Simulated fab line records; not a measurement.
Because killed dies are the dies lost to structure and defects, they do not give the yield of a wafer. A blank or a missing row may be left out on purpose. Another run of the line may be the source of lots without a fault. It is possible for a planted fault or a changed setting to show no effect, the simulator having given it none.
A sampling plan put to the test + flow sky130 + one line in one fab, 7 faults in these records, each fault weighed on the records of the lots it struck
The plan is the line's own looks: the steps of the route at which a gauge or an inspection reads the wafer and doesn't change it. Where struck wafers have a number at a look and the file lists that look's usual mean and standard deviation on fault-free wafers, the look can be judged. Caught: at a look after the fault's first step, the mean of the struck wafers lies 4 or more of those standard deviations (sigma) from the usual mean. On the tool: the identical test, applied to the tool's own readings at the steps of the fault. Also counted as caught: the struck wafers showing another recipe, or a record that is empty for them alone.

== THE FAULTS, as the simulator had put them in ==
1. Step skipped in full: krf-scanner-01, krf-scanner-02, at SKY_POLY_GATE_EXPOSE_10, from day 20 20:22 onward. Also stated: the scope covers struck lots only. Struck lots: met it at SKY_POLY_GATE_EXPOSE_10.
2. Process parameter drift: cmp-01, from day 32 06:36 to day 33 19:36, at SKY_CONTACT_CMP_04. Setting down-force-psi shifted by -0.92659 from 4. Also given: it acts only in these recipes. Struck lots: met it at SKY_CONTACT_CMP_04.
3. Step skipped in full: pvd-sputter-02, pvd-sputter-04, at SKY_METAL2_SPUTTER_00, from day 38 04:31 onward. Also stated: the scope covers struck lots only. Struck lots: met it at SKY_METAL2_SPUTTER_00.
4. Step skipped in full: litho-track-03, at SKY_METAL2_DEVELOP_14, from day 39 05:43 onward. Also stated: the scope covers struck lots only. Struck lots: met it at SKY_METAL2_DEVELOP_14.
5. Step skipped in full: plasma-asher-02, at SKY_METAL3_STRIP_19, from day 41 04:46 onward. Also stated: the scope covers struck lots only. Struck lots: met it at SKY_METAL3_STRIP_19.
6. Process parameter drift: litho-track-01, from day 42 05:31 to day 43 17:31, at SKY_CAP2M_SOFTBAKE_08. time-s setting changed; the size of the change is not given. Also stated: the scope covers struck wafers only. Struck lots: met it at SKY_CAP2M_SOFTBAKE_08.
7. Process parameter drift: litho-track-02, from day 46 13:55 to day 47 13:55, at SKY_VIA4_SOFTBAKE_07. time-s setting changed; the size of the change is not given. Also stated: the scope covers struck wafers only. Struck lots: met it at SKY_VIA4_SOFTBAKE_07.

== WHAT THE PLAN SAW ==
| fault | on the tool itself                               | first look that catches it                   | reading, sigma | median hours from its first step to that look | hours from the fault's start to the first struck lot there | judged looks passed uncaught |
|-------|--------------------------------------------------|----------------------------------------------|----------------|-----------------------------------------------|------------------------------------------------------------|------------------------------|
| 1     | no reading that can be judged                    | no look after it can be judged               | -              | -                                             | -                                                          | 0                            |
| 2     | head-pressure-psi -99 or beyond sigma            | no look after it can be judged               | -              | -                                             | -                                                          | 0                            |
| 3     | the tool's record is blank for the struck wafers | no look after it can be judged               | -              | -                                             | -                                                          | 0                            |
| 4     | the tool's record is blank for the struck wafers | no look after it can be judged               | -              | -                                             | -                                                          | 0                            |
| 5     | the tool's record is blank for the struck wafers | no look after it can be judged               | -              | -                                             | -                                                          | 0                            |
| 6     | heater-power-total-W +22 sigma                   | not the one look that can be judged after it | -              | -                                             | -                                                          | 1                            |
| 7     | run-length-s +14 sigma                           | no look after it can be judged               | -              | -                                             | -                                                          | 0                            |
A dash: this means the fault isn't caught or the number doesn't appear in these records.

Caught at a look: 0 of 7. Caught on the tool: 6 of 7. By one or the other: 6 of 7.
Caught on the tool alone: faults 2, 3, 4, 5, 6, 7.
Caught by neither: fault 1.
